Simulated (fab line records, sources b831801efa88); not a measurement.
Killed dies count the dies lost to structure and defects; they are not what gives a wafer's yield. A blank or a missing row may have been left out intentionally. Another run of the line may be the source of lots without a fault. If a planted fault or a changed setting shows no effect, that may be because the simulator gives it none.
A struck lot beside a sound one | flow sky130 | 22 out of 708 route steps
Sound: these wafers, L312.2, L312.3, L312.4. The struck wafers were L320.1, L320.5, L320.6. At the end, the cause is stated.
Each step with rows lists, per side, the tool, then ch with its chambers, then its first start. Under that, the readings that differ: sound wafers | struck wafers | difference of the means | sigmas: that difference in standard deviations of wafers without a fault.
alike: readings with means less than 2 such deviations apart, plus words and numbers identical on both sides. not compared: withheld readings, readings lacking a value on some wafer, bounds such as >300 that could conceal the same value, and numbers that have no deviation in the record and whose values overlap.
The two part at a step that has a row with sigmas, a row that says differs or no value, or rows on one side only. Non-overlapping numbers with no deviation appear without sigmas and do not part them. A reading missing from all wafers of one side parts the sides only when that side holds two or more wafers.

SKY_METAL4_SPUTTER_00: material Ti, target thk 15 nm, time 10 s.
  sound: pvd_sputter-03 at day 40 11:04; struck: pvd_sputter-04 at day 45 02:23
  alike: throttle_valve_pct
SKY_METAL4_SPUTTER_01: material TiN, target thk 20 nm, time 16.7 s.
  sound: pvd_sputter-03 at day 40 11:05; struck: pvd_sputter-04 at day 45 02:25
  alike: throttle_valve_pct
SKY_METAL4_SPUTTER_02: material AlCu, target thk 735 nm, time 39.1 s.
  sound: pvd_sputter-03 at day 40 11:07; struck: pvd_sputter-04 at day 45 02:26
  alike: throttle_valve_pct
then, 2 steps without rows for these wafers: SKY_METAL4_SPUTTER_03 (material Ti, target thk 5 nm, time 3.3 s); SKY_METAL4_SPUTTER_04 (material TiN, target thk 70 nm, time 58.3 s).
SKY_CAP2M_CVD_00: deposits SiO2, target thk 15.5 nm.
  sound on pecvd-01 ch 0,1,2, day 40 11:13; struck on pecvd-01 ch 1,2, day 45 02:32
  alike: heater_power_w, rf_fwd_power_W
SKY_CAP2M_THK_MEAS_01:
  sound: film_metro-04 at day 40 11:14; struck: film_metro-04 at day 45 02:34
  alike: CAP2M_CVD_00_THK
SKY_CAP2M_SPUTTER_02: material TiN, target thk 200 nm, time 166.7 s.
  sound: pvd_sputter-04 at day 40 11:17; struck: pvd_sputter-03 at day 45 02:38
  alike: throttle_valve_pct
SKY_CAP2M_RS_MEAS_03: a four-point-probe measurement.
  sound: film_metro-03 at day 40 11:25; struck: film_metro-04 at day 45 02:44
  alike: CAP2M_TIN_RS
SKY_CAP2M_THK_MEAS_04: measures by xrf.
  sound: film_metro-03 at day 40 11:32; struck: film_metro-04 at day 45 02:51
  alike: CAP2M_TIN_THK
then, 2 steps without rows for these wafers: SKY_CAP2M_DEHYDRATE_05 (time 60 s); SKY_CAP2M_HMDS_06 (prime time 60 s).
SKY_CAP2M_COAT_07: resist thk 1140 nm.
  sound on litho_track-03 ch 0, day 40 23:21; struck on litho_track-03 ch 0, day 45 11:38
  reading                                    | sound                | struck               | difference | sigmas
  spin_speed_rpm (rpm)                       | 3000.1 2997.7 3000.4 | 2896.9 2900.2 2896.8 | -101.4     | -48
  model.NOVOLAK_of_CAP2M_COAT_07.thk_nm (nm) | 1138 1142 1138       | 1161 1163 1163       | +23        |
then, 4 steps without rows for these wafers: SKY_CAP2M_SOFTBAKE_08 (time 60 s); SKY_CAP2M_EXPOSE_09 (exposes mask CAP2M, target cd 1000 nm); SKY_CAP2M_PEB_10; SKY_CAP2M_DEVELOP_11 (develop time 60 s).
SKY_CAP2M_OVL_MEAS_12:
  sound: overlay-02 at day 41 10:28; struck: overlay-02 at day 45 23:31
  alike: CAP2M_OVL
SKY_CAP2M_METAL_ETCH_13: etches TiN in Cl2/BCl3, stops on SiO2, target depth 220 nm, time 62.9 s.
  sound on rie_metal-04 ch 0,1, day 41 10:30; struck on rie_metal-02 ch 0,1, day 45 23:33
  reading                                    | sound             | struck         | difference | sigmas
  model.NOVOLAK_of_CAP2M_COAT_07.thk_nm (nm) | 987.8 991.2 990.4 | 1015 1016 1017 | +26        |
  alike: bias_w, drypump_motor_current_A, oes_product_au, rf_fwd_power_W, throttle_valve_pct
  not compared: rf_hours_counter_h
SKY_CAP2M_STRIP_14: strips in O2/N2.
  sound on plasma_asher-02 ch 0,1, day 41 10:34; struck on plasma_asher-01 ch 0,1, day 45 23:37
  reading                      | sound             | struck            | difference | sigmas
  strip_time_to_endpoint_s (s) | 12.60 12.62 12.64 | 12.83 12.86 12.86 | +0.23      | +6
  alike: drypump_motor_current_A, oes_product_au
  not compared: rf_hours_counter_h
then, 1 step without rows for these wafers: SKY_CAP2M_STRIP_15 (strips in post etch residue remover, time 1200 s).
-- the record jumps here: 4 days lie between the struck wafers' starts before and after (it left off in module CAP2M and takes up again in module PAD_OPEN, whose first step shown is number 708 of the route) --
SKY_PAD_OPEN_PROBE_99:
  only the struck wafers here have rows in the record (prober-01, day 50 04:53); the sound ones have none

== WHERE THEY PART ==
First at SKY_CAP2M_COAT_07; last, within this record, at SKY_PAD_OPEN_PROBE_99.

WHY: what the simulator had put in
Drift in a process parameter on litho_track-03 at SKY_CAP2M_COAT_07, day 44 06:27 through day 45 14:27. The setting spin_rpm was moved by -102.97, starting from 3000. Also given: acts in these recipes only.
